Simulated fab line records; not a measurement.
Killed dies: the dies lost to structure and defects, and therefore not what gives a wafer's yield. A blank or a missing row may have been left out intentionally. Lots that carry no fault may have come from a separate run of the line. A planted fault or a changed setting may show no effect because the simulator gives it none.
Matching of chambers	flow gf180mcu	cmp-02 running GF_V4_CMP_04: 4 sister chambers
The step polishes SiO2. 8 wafers are shown with their chamber, then 9 later ones without.

EACH WAFER AND ITS CHAMBER
wafer	chamber	motorCurrentA (A)	timeToEndpointS (s)
L199.5	3	13.6	90
L201.4	2	12.3	81
L203.3	1	11.0	89
L203.4	3	13.8	100
L203.6	0	13.3	96
L205.2	0	13.6	75
L205.3	1	10.8	77
L205.5	2	12.1	85

WAFERS MISSING THEIR CHAMBER
wafer	motorCurrentA (A)	timeToEndpointS (s)
L207.2	12.4	80
L207.4	11.0	88
L207.6	12.9	90
L211.1	10.7	79
L211.2	14.9	88
L211.3	13.4	87
L212.3	13.5	80
L212.5	11.0	93
L212.6	13.0	79

WHICH CHAMBER EACH ONE RAN IN
wafer	from the rows above	in truth
L207.2	2	2
L207.4	1	1
L207.6	can't be placed: 0 or 2 or 3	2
L211.1	1	1
L211.2	can't be placed: 3 or 0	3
L211.3	can't be placed: 0 or 3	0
L212.3	can't be placed: 0 or 3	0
L212.5	1	1
L212.6	can't be placed: 0 or 3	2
Placed correctly: 4 of 9. Not placeable from these rows: 5 (in 4, the candidates include the true chamber). Number placed wrongly: 0.
How it was worked out, from the rows above alone: a wafer's distance from a chamber is the root of the sum, over the readings, of the square of ((its reading less the chamber's mean) divided by the reading's scatter). If the next closest chamber is less than 2 further off than the closest, the wafer can't be placed; otherwise it belongs to the closest. A chamber's mean is the mean of its shown wafers. The scatter: the root of (the sum of the squares of (reading less its chamber's mean) over the shown wafers, divided by (wafers less chambers)).
